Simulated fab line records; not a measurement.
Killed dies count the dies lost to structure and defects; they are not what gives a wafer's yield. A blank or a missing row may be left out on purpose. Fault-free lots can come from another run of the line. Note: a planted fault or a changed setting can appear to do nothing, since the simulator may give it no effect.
fab line records	flow gf180mcu
record lots=24	wafers=72	last-day=34
route steps=602 shown V3@433 MIM@513 M5@534 TOP_METAL@570
lots that met no fault: taken from a fault-free run of the same line
start-h: hours from the record's first day to the start of the lot's first wafer shown	wait-h: how many hours have passed since the lot's step before this one	" same as the row above	L1.1+2: several wafers, shown together as one row	- no value present, or no start provided	* or withheld: withheld	< > ~ a bound
route shown NAME@n: names a module that has steps shown in the file, with the first one's number in the route	usual: mean and standard deviation over wafers with no fault	same: alike in all rows	chamber/n: place in a boat	sites: readings site by site	_std_site: their standard deviation	_edge_site: mean of outer sites minus mean of inner sites	radius-mm: how far each site lies from the wafer's centre	mask NAME#n: copy n	behind: tool/chamber where the wafer was last shaped	hold: what put the lot on hold/how long, in hours/how the hold closed	device: the transistor (n, p or np) that didn't switch	end of line: the same wafers' tests at the end of the route	for a step that has no rows: nothing shown but its recipe	killed: dies lost to structure and defects at the first sort, not the wafer's yield	map: dies across one wafer; x = killed, . = not, _ = none there
set.NAME: the setting as run; set.NAME@STEP: as run at that earlier step	model.NAME: the simulator's own value behind a step, which no gauge read
steps of the route over a sample of lots; a table a step, a row a wafer
services: from which hour (start-h, from the record's first day; less than 0 if before it) a tool's chamber was out of use, for how many hours, and why
## steps
# step GF_V3_CMP_04
# recipe material=SiO2	down-force-psi=4	platen-rpm=60	pad-velocity-m-s=0.94248
# usual head-pressure-psi=4.001/0.0087	motor-current-A=12.8/0.86	platen-rpm=60.00/0.039	time-to-endpoint-s=81/5
lot.wafer	tool	chamber	start-h	wait-h	head-pressure-psi	motor-current-A	platen-rpm	time-to-endpoint-s
L074.2	cmp-02	2	489.61	0.1	4.005	14.2	60.00	80
L074.3	"	3	"	"	4.003	13.8	59.96	82
L074.5	"	2	"	"	3.998	13.6	60.05	83
L075.3	cmp-02	3	505.40	0.0	4.001	13.3	60.00	74
L075.2	"	2	"	"	4.004	13.6	60.01	86
L075.5	"	0	"	"	3.998	12.8	59.98	82
L076.2	cmp-02	1	521.78	0.1	4.010	12.9	59.99	82
L076.1	"	2	"	"	3.990	13.6	59.98	84
L076.6	"	0	"	"	4.019	11.8	60.00	92
L077.2	cmp-02	3	522.16	0.0	3.994	13.0	59.94	83
L077.1	"	1	"	"	3.987	12.7	59.92	79
L077.3	"	2	"	"	3.998	14.8	60.05	85
L078.2	cmp-02	1	540.15	0.1	4.014	12.6	59.97	81
L078.3	"	2	"	"	4.002	13.2	59.94	73
L078.1	"	3	"	"	4.009	13.4	59.98	85
L079.3	cmp-02	2	541.28	0.0	3.995	13.5	60.01	78
L079.2	"	3	"	"	3.987	13.7	60.04	76
L079.6	"	3	"	"	4.005	13.6	59.95	80
L080.1	cmp-02	0	550.61	0.1	3.987	11.9	60.01	73
L080.2	"	2	"	"	4.002	13.7	60.01	77
L080.4	"	3	"	"	4.000	12.5	60.00	77
L081.1	cmp-02	3	563.15	0.1	4.010	12.9	60.02	80
L081.5	"	1	"	"	4.005	12.1	59.91	84
L081.6	"	2	"	"	3.993	14.4	59.93	85
L082.3	cmp-02	1	565.43	0.1	3.987	12.7	59.97	80
L082.4	"	0	"	"	4.005	12.5	59.96	77
L082.5	"	2	"	"	3.988	13.7	60.06	83
L083.1	cmp-02	3	569.06	0.1	3.979	13.2	60.00	74
L083.3	"	2	"	"	3.981	13.5	60.09	79
L083.6	"	0	"	"	4.004	12.0	60.03	83
L084.4	cmp-01	2	575.09	0.1	4.002	11.1	60.02	84
L084.2	"	3	"	"	4.005	11.6	59.99	78
L084.1	"	0	"	"	3.998	12.3	60.00	84
L085.2	cmp-02	0	586.25	0.1	3.996	11.5	60.02	86
L085.6	"	2	"	"	3.997	13.4	60.03	89
L085.5	"	3	"	"	4.007	13.2	60.10	85
L086.3	cmp-01	0	592.73	0.1	4.010	12.3	60.01	72
L086.1	"	2	"	"	3.988	11.8	60.04	69
L086.6	"	3	"	"	4.004	11.4	59.98	71
L087.4	cmp-02	2	598.52	0.1	4.008	14.1	59.95	83
L087.3	"	0	"	"	3.995	12.1	59.96	76
L087.5	"	1	"	"	3.999	13.5	59.98	80
L088.3	cmp-02	1	610.13	0.1	3.995	12.3	60.02	81
L088.4	"	2	"	"	3.997	14.1	60.01	86
L088.5	"	0	"	"	4.003	11.8	59.94	91
L089.2	cmp-01	2	613.70	0.0	4.010	11.1	60.03	72
L089.1	"	3	"	"	3.977	11.5	60.03	71
L089.3	"	1	"	"	4.016	12.8	59.94	72
L090.3	cmp-02	0	621.57	0.1	4.004	12.2	60.05	76
L090.5	"	3	"	"	4.002	13.1	59.96	77
L090.6	"	0	"	"	3.992	11.8	60.00	76
L091.4	cmp-02	0	629.97	0.1	4.003	12.4	59.99	84
L091.2	"	1	"	"	4.007	13.2	60.03	85
L091.3	"	2	"	"	3.991	13.8	59.96	81
L092.2	cmp-01	0	632.15	0.1	3.998	12.9	60.01	85
L092.6	"	2	"	"	3.988	11.5	60.00	84
L092.5	"	3	"	"	3.982	11.4	60.01	78
L093.3	cmp-02	0	638.57	0.1	4.001	11.9	59.99	74
L093.2	"	1	"	"	4.013	13.1	60.04	78
L093.5	"	3	"	"	3.999	13.6	60.07	77
L094.3	cmp-02	0	640.48	0.0	3.992	11.8	59.96	74
L094.2	"	1	"	"	4.010	13.2	59.97	76
L094.4	"	3	"	"	4.009	13.7	59.98	84
L095.2	cmp-02	1	655.00	0.0	4.007	12.7	59.94	81
L095.4	"	3	"	"	4.007	13.9	60.01	86
L095.6	"	2	"	"	3.998	14.6	60.02	85
L096.3	cmp-02	3	660.84	0.1	4.005	12.5	60.00	80
L096.5	"	1	"	"	3.993	12.3	59.93	82
L096.6	"	2	"	"	4.007	14.2	59.98	84
L097.1	cmp-02	0	669.68	0.1	3.997	11.9	60.01	77
L097.2	"	1	"	"	3.999	12.5	60.11	74
L097.4	"	3	"	"	4.003	13.1	60.04	83
# step GF_MIM_RS_MEAS_10
# recipe thk-meas-gauge=four-point-probe	reads=TiN_of_MIM_SPUTTER_09+AlCu_of_MIM_SPUTTER_08+TiN_of_MIM_SPUTTER_07
# usual MIM_ALCU_RS=0.1604/0.0018
lot.wafer	tool	chamber	start-h	wait-h	MIM_ALCU_RS[ohm/sq]
L074.2	film-metro-01	-	563.91	0.0	0.1602
L074.3	"	-	"	"	0.1612
L074.5	"	-	"	"	0.1616
L075.2	film-metro-02	-	577.74	0.0	0.1592
L075.3	"	-	"	"	0.1620
L075.5	"	-	"	"	0.1606
L076.1	film-metro-02	-	593.88	0.0	0.1618
L076.2	"	-	"	"	0.1605
L076.6	"	-	"	"	0.1590
L077.1	film-metro-03	-	594.37	0.0	0.1616
L077.2	"	-	"	"	0.1635
L077.3	"	-	"	"	0.1616
L078.1	film-metro-03	-	610.58	0.0	0.1645
L078.2	"	-	"	"	0.1620
L078.3	"	-	"	"	0.1632
L079.2	film-metro-01	-	612.00	0.0	0.1607
L079.3	"	-	"	"	0.1612
L079.6	"	-	"	"	0.1605
L080.1	film-metro-03	-	619.10	0.0	0.1585
L080.2	"	-	"	"	0.1595
L080.4	"	-	"	"	0.1618
L081.1	film-metro-02	-	631.63	0.0	0.1593
L081.5	"	-	"	"	0.1580
L081.6	"	-	"	"	0.1611
L082.3	film-metro-02	-	635.32	0.1	0.1617
L082.4	"	-	"	"	0.1624
L082.5	"	-	"	"	0.1598
L083.1	film-metro-02	-	637.18	0.0	0.1597
L083.3	"	-	"	"	0.1592
L083.6	"	-	"	"	0.1613
L084.1	film-metro-03	-	642.38	0.0	0.1623
L084.2	"	-	"	"	0.1623
L084.4	"	-	"	"	0.1626
L085.2	film-metro-02	-	652.58	0.0	0.1588
L085.5	"	-	"	"	0.1606
L085.6	"	-	"	"	0.1594
L086.1	film-metro-03	-	658.49	0.0	0.1622
L086.3	"	-	"	"	0.1654
L086.6	"	-	"	"	0.1618
L087.3	film-metro-01	-	663.77	0.1	0.1609
L087.4	"	-	"	"	0.1601
L087.5	"	-	"	"	0.1608
L088.3	film-metro-02	-	675.15	0.1	0.1564
L088.4	"	-	"	"	0.1563
L088.5	"	-	"	"	0.1569
L089.1	film-metro-02	-	678.45	0.0	0.1577
L089.2	"	-	"	"	0.1603
L089.3	"	-	"	"	0.1613
L090.3	film-metro-01	-	686.57	0.1	0.1597
L090.5	"	-	"	"	0.1619
L090.6	"	-	"	"	0.1600
L091.2	film-metro-03	-	695.36	0.0	0.1589
L091.3	"	-	"	"	0.1603
L091.4	"	-	"	"	0.1605
L092.2	film-metro-03	-	696.32	0.0	0.1581
L092.5	"	-	"	"	0.1608
L092.6	"	-	"	"	0.1575
L094.2	film-metro-03	-	703.32	0.0	0.1608
L094.3	"	-	"	"	0.1583
L094.4	"	-	"	"	0.1589
L093.2	film-metro-03	-	704.01	0.1	0.1613
L093.3	"	-	"	"	0.1614
L093.5	"	-	"	"	0.1610
L095.2	film-metro-03	-	717.97	0.0	0.1601
L095.4	"	-	"	"	0.1568
L095.6	"	-	"	"	0.1569
L096.3	film-metro-03	-	723.22	0.1	0.1572
L096.5	"	-	"	"	0.1585
L096.6	"	-	"	"	0.1589
L097.1	film-metro-02	-	731.47	0.0	0.1593
L097.2	"	-	"	"	0.1630
L097.4	"	-	"	"	0.1626
# step GF_M5_OVL_MEAS_08
# usual M5_OVL=-1/6.3
lot.wafer	tool	chamber	start-h	wait-h	M5_OVL[nm]
L074.2	overlay-01	-	606.46	0.1	-1
L074.3	"	-	"	"	-9
L074.5	"	-	"	"	-5
L075.2	overlay-02	-	620.09	0.1	1
L075.3	"	-	"	"	7
L075.5	"	-	"	"	6
L076.1	overlay-01	-	634.45	0.1	-4
L076.2	"	-	"	"	-10
L076.6	"	-	"	"	-10
L077.1	overlay-01	-	635.83	0.1	1
L077.2	"	-	"	"	2
L077.3	"	-	"	"	-1
L078.1	overlay-02	-	651.10	0.1	-3
L078.2	"	-	"	"	3
L078.3	"	-	"	"	3
L079.2	overlay-01	-	653.00	0.1	-7
L079.3	"	-	"	"	-5
L079.6	"	-	"	"	-6
L080.1	overlay-01	-	658.85	0.1	-3
L080.2	"	-	"	"	0
L080.4	"	-	"	"	0
L081.1	overlay-02	-	671.53	0.1	6
L081.5	"	-	"	"	8
L081.6	"	-	"	"	1
L082.3	overlay-02	-	675.16	0.1	3
L082.4	"	-	"	"	1
L082.5	"	-	"	"	0
L083.1	overlay-01	-	676.50	0.1	4
L083.3	"	-	"	"	-4
L083.6	"	-	"	"	2
L084.1	overlay-02	-	681.00	0.1	-9
L084.2	"	-	"	"	-15
L084.4	"	-	"	"	-15
L085.2	overlay-01	-	691.81	0.1	-5
L085.5	"	-	"	"	-5
L085.6	"	-	"	"	-11
L086.1	overlay-02	-	697.35	0.1	-3
L086.3	"	-	"	"	-3
L086.6	"	-	"	"	-7
L087.3	overlay-01	-	702.61	0.1	-1
L087.4	"	-	"	"	-7
L087.5	"	-	"	"	-3
L088.3	overlay-02	-	713.21	0.1	-9
L088.4	"	-	"	"	0
L088.5	"	-	"	"	-7
L089.1	overlay-01	-	715.80	0.1	-9
L089.2	"	-	"	"	-7
L089.3	"	-	"	"	-13
L090.3	overlay-01	-	724.06	0.1	7
L090.5	"	-	"	"	2
L090.6	"	-	"	"	3
L091.2	overlay-02	-	731.79	0.1	7
L091.3	"	-	"	"	8
L091.4	"	-	"	"	5
L092.2	overlay-01	-	733.04	0.1	6
L092.5	"	-	"	"	5
L092.6	"	-	"	"	5
L094.2	overlay-01	-	739.61	0.1	-9
L094.3	"	-	"	"	3
L094.4	"	-	"	"	4
L093.2	overlay-01	-	739.99	0.1	10
L093.3	"	-	"	"	10
L093.5	"	-	"	"	8
L095.2	overlay-01	-	752.81	0.1	0
L095.4	"	-	"	"	0
L095.6	"	-	"	"	4
L096.3	overlay-01	-	758.16	0.1	-4
L096.5	"	-	"	"	-6
L096.6	"	-	"	"	4
L097.1	overlay-02	-	765.70	0.1	-3
L097.2	"	-	"	"	-3
L097.4	"	-	"	"	1
# step GF_TOP_METAL_SPUTTER_03
# recipe material=Ti	target-thk-nm=5	substrate-temp-c=300	chamber-pressure-pa=0.3	power-w=3000	time-s=3.3
# usual throttle-valve-pct=30.1/1.2
lot.wafer	tool	chamber	start-h	wait-h	throttle-valve-pct
L074.2	pvd-sputter-01	-	629.74	0.0	30.5
L074.3	"	-	"	"	28.8
L074.5	"	-	"	"	30.7
L075.2	pvd-sputter-02	-	643.87	0.0	31.5
L075.3	"	-	"	"	30.4
L075.5	"	-	"	"	29.1
L076.1	pvd-sputter-02	-	657.04	0.0	29.4
L076.2	"	-	"	"	32.0
L076.6	"	-	"	"	31.6
L077.1	pvd-sputter-02	-	659.00	0.0	29.0
L077.2	"	-	"	"	30.1
L077.3	"	-	"	"	32.0
L078.1	pvd-sputter-02	-	674.54	0.0	30.1
L078.2	"	-	"	"	30.5
L078.3	"	-	"	"	31.9
L079.2	pvd-sputter-03	-	676.16	0.0	29.4
L079.3	"	-	"	"	29.9
L079.6	"	-	"	"	29.3
L080.1	pvd-sputter-03	-	681.52	0.0	29.2
L080.2	"	-	"	"	30.1
L080.4	"	-	"	"	29.5
L081.1	pvd-sputter-02	-	693.47	0.0	30.4
L081.5	"	-	"	"	29.1
L081.6	"	-	"	"	31.9
L082.3	pvd-sputter-03	-	697.21	0.0	33.1
L082.4	"	-	"	"	29.1
L082.5	"	-	"	"	30.0
L083.1	pvd-sputter-02	-	698.16	0.0	31.7
L083.3	"	-	"	"	28.9
L083.6	"	-	"	"	31.9
L084.1	pvd-sputter-02	-	703.21	0.0	29.2
L084.2	"	-	"	"	30.1
L084.4	"	-	"	"	30.8
L085.2	pvd-sputter-01	-	712.52	0.0	28.9
L085.5	"	-	"	"	28.8
L085.6	"	-	"	"	30.5
L086.1	pvd-sputter-01	-	718.80	0.0	28.8
L086.3	"	-	"	"	28.6
L086.6	"	-	"	"	28.6
L087.3	pvd-sputter-01	-	724.19	0.0	30.4
L087.4	"	-	"	"	28.7
L087.5	"	-	"	"	28.7
L088.3	pvd-sputter-01	-	734.13	0.0	30.0
L088.4	"	-	"	"	29.8
L088.5	"	-	"	"	29.1
L089.1	pvd-sputter-03	-	736.23	0.0	29.3
L089.2	"	-	"	"	33.0
L089.3	"	-	"	"	30.1
L090.3	pvd-sputter-01	-	744.18	0.0	29.9
L090.5	"	-	"	"	28.7
L090.6	"	-	"	"	29.2
L091.2	pvd-sputter-03	-	752.21	0.0	29.3
L091.3	"	-	"	"	30.0
L091.4	"	-	"	"	33.0
L092.2	pvd-sputter-03	-	753.43	0.0	29.5
L092.5	"	-	"	"	29.9
L092.6	"	-	"	"	29.1
L094.2	pvd-sputter-03	-	761.43	0.0	29.2
L094.3	"	-	"	"	29.9
L094.4	"	-	"	"	32.8
L093.2	pvd-sputter-01	-	761.73	0.0	28.8
L093.3	"	-	"	"	29.6
L093.5	"	-	"	"	28.7
L095.2	pvd-sputter-02	-	771.42	0.0	32.0
L095.4	"	-	"	"	29.0
L095.6	"	-	"	"	31.8
L096.3	pvd-sputter-03	-	778.59	0.0	32.9
L096.5	"	-	"	"	32.7
L096.6	"	-	"	"	29.2
L097.1	pvd-sputter-03	-	783.84	0.0	29.3
L097.2	"	-	"	"	29.2
L097.4	"	-	"	"	29.9
# step GF_TOP_METAL_SPUTTER_04
# recipe material=TiN	target-thk-nm=25	power-w=6500	time-s=21.1	chamber-pressure-pa=0.4
# usual throttle-valve-pct=30.1/1.2
lot.wafer	tool	chamber	start-h	wait-h	throttle-valve-pct
L074.2	pvd-sputter-01	-	629.76	0.0	30.4
L074.3	"	-	"	"	28.6
L074.5	"	-	"	"	30.5
L075.2	pvd-sputter-02	-	643.89	0.0	32.2
L075.3	"	-	"	"	30.6
L075.5	"	-	"	"	29.3
L076.1	pvd-sputter-02	-	657.05	0.0	29.2
L076.2	"	-	"	"	31.9
L076.6	"	-	"	"	31.8
L077.1	pvd-sputter-02	-	659.02	0.0	29.2
L077.2	"	-	"	"	30.1
L077.3	"	-	"	"	31.8
L078.1	pvd-sputter-02	-	674.56	0.0	29.9
L078.2	"	-	"	"	30.8
L078.3	"	-	"	"	31.9
L079.2	pvd-sputter-03	-	676.18	0.0	29.6
L079.3	"	-	"	"	30.0
L079.6	"	-	"	"	29.2
L080.1	pvd-sputter-03	-	681.54	0.0	29.5
L080.2	"	-	"	"	29.8
L080.4	"	-	"	"	29.1
L081.1	pvd-sputter-02	-	693.49	0.0	30.8
L081.5	"	-	"	"	29.1
L081.6	"	-	"	"	31.8
L082.3	pvd-sputter-03	-	697.23	0.0	33.1
L082.4	"	-	"	"	29.1
L082.5	"	-	"	"	29.9
L083.1	pvd-sputter-02	-	698.17	0.0	31.7
L083.3	"	-	"	"	29.0
L083.6	"	-	"	"	31.6
L084.1	pvd-sputter-02	-	703.23	0.0	28.9
L084.2	"	-	"	"	30.4
L084.4	"	-	"	"	30.6
L085.2	pvd-sputter-01	-	712.54	0.0	28.8
L085.5	"	-	"	"	28.9
L085.6	"	-	"	"	30.1
L086.1	pvd-sputter-01	-	718.82	0.0	28.8
L086.3	"	-	"	"	28.8
L086.6	"	-	"	"	28.8
L087.3	pvd-sputter-01	-	724.20	0.0	30.6
L087.4	"	-	"	"	28.8
L087.5	"	-	"	"	28.7
L088.3	pvd-sputter-01	-	734.15	0.0	30.0
L088.4	"	-	"	"	29.9
L088.5	"	-	"	"	29.0
L089.1	pvd-sputter-03	-	736.25	0.0	29.3
L089.2	"	-	"	"	33.0
L089.3	"	-	"	"	29.8
L090.3	pvd-sputter-01	-	744.20	0.0	29.9
L090.5	"	-	"	"	28.3
L090.6	"	-	"	"	29.0
L091.2	pvd-sputter-03	-	752.23	0.0	29.2
L091.3	"	-	"	"	29.9
L091.4	"	-	"	"	33.0
L092.2	pvd-sputter-03	-	753.44	0.0	29.5
L092.5	"	-	"	"	30.1
L092.6	"	-	"	"	29.5
L094.2	pvd-sputter-03	-	761.45	0.0	29.5
L094.3	"	-	"	"	29.9
L094.4	"	-	"	"	32.8
L093.2	pvd-sputter-01	-	761.75	0.0	28.5
L093.3	"	-	"	"	30.0
L093.5	"	-	"	"	29.0
L095.2	pvd-sputter-02	-	771.44	0.0	31.9
L095.4	"	-	"	"	29.0
L095.6	"	-	"	"	31.8
L096.3	pvd-sputter-03	-	778.61	0.0	33.1
L096.5	"	-	"	"	32.8
L096.6	"	-	"	"	29.4
L097.1	pvd-sputter-03	-	783.86	0.0	29.2
L097.2	"	-	"	"	29.2
L097.4	"	-	"	"	30.0
# step GF_TOP_METAL_CD_MEAS_14
# recipe target-cd-nm=440
# usual cd-nm=440.3/2.4
lot.wafer	tool	chamber	start-h	wait-h	cd-nm
L074.2	cd-sem-02	-	649.48	0.1	441.2
L074.3	"	-	"	"	441.6
L074.5	"	-	"	"	441.0
L075.2	cd-sem-01	-	663.25	0.1	438.9
L075.3	"	-	"	"	439.6
L075.5	"	-	"	"	440.5
L076.1	cd-sem-02	-	676.71	0.1	441.2
L076.2	"	-	"	"	441.0
L076.6	"	-	"	"	438.4
L077.1	cd-sem-02	-	678.63	0.1	440.5
L077.2	"	-	"	"	440.4
L077.3	"	-	"	"	438.8
L078.1	cd-sem-01	-	693.76	0.1	439.6
L078.2	"	-	"	"	437.3
L078.3	"	-	"	"	439.6
L079.2	cd-sem-01	-	695.05	0.2	436.7
L079.3	"	-	"	"	438.8
L079.6	"	-	"	"	435.8
L080.1	cd-sem-01	-	700.66	0.1	439.0
L080.2	"	-	"	"	438.9
L080.4	"	-	"	"	437.9
L081.1	cd-sem-01	-	711.26	0.1	438.9
L081.5	"	-	"	"	439.7
L081.6	"	-	"	"	440.4
L082.3	cd-sem-01	-	715.42	0.2	440.2
L082.4	"	-	"	"	442.7
L082.5	"	-	"	"	440.9
L083.1	cd-sem-02	-	716.68	0.1	438.2
L083.3	"	-	"	"	438.9
L083.6	"	-	"	"	440.4
L084.1	cd-sem-01	-	722.16	0.1	441.4
L084.2	"	-	"	"	442.1
L084.4	"	-	"	"	439.8
L085.2	cd-sem-01	-	730.58	0.1	443.5
L085.5	"	-	"	"	443.6
L085.6	"	-	"	"	441.2
L086.1	cd-sem-01	-	736.72	0.1	446.0
L086.3	"	-	"	"	446.9
L086.6	"	-	"	"	445.6
L087.3	cd-sem-01	-	740.20	0.1	440.0
L087.4	"	-	"	"	441.1
L087.5	"	-	"	"	441.8
L088.3	cd-sem-01	-	750.80	0.1	441.0
L088.4	"	-	"	"	440.6
L088.5	"	-	"	"	441.7
L089.1	cd-sem-02	-	752.97	0.1	440.0
L089.2	"	-	"	"	441.1
L089.3	"	-	"	"	440.5
L090.3	cd-sem-02	-	760.80	0.1	439.9
L090.5	"	-	"	"	443.3
L090.6	"	-	"	"	439.7
L091.2	cd-sem-02	-	767.33	0.1	441.6
L091.3	"	-	"	"	442.1
L091.4	"	-	"	"	442.0
L092.2	cd-sem-01	-	768.59	0.1	440.7
L092.5	"	-	"	"	438.1
L092.6	"	-	"	"	437.2
L094.2	cd-sem-01	-	777.38	0.1	436.5
L094.3	"	-	"	"	437.3
L094.4	"	-	"	"	438.6
L093.2	cd-sem-02	-	777.48	0.1	435.1
L093.3	"	-	"	"	435.3
L093.5	"	-	"	"	436.4
L095.2	cd-sem-01	-	786.99	0.1	443.2
L095.4	"	-	"	"	443.7
L095.6	"	-	"	"	443.9
L096.3	cd-sem-01	-	794.06	0.1	441.9
L096.5	"	-	"	"	442.7
L096.6	"	-	"	"	444.4
L097.1	cd-sem-01	-	799.35	0.1	439.0
L097.2	"	-	"	"	437.2
L097.4	"	-	"	"	435.3
## services
tool	chamber	start-h	hours	kind
cmp-02	-	498.83	1.2	repair
cmp-02	-	500.10	0.4	repair
cmp-02	-	545.42	0.8	repair
pvd-sputter-03	2	562.77	-	consumable-replace:kit
pvd-sputter-03	2	562.77	18.0	scheduled-down
pvd-sputter-03	-	571.32	8.4	repair
cmp-02	-	575.96	4.0	pm
cmp-02	-	579.96	-	consumable-replace:conditioner
cmp-02	-	579.96	-	consumable-replace:pad
cmp-02	-	591.54	3.5	pm
pvd-sputter-03	-	620.23	1.0	repair
cmp-02	-	634.11	0.3	repair
pvd-sputter-01	-	651.30	9.6	repair
cmp-01	-	668.69	0.5	repair
pvd-sputter-03	-	678.42	2.7	repair
cmp-01	-	684.07	1.4	repair
cmp-02	-	713.77	0.5	repair
pvd-sputter-03	-	723.45	1.7	repair
cmp-01	-	744.00	4.0	pm
cmp-02	-	748.00	3.2	pm
cmp-01	-	757.41	5.9	pm
cmp-02	-	757.86	1.6	repair
pvd-sputter-03	-	759.99	0.6	repair
pvd-sputter-02	-	771.71	1.4	repair
## key
fault none
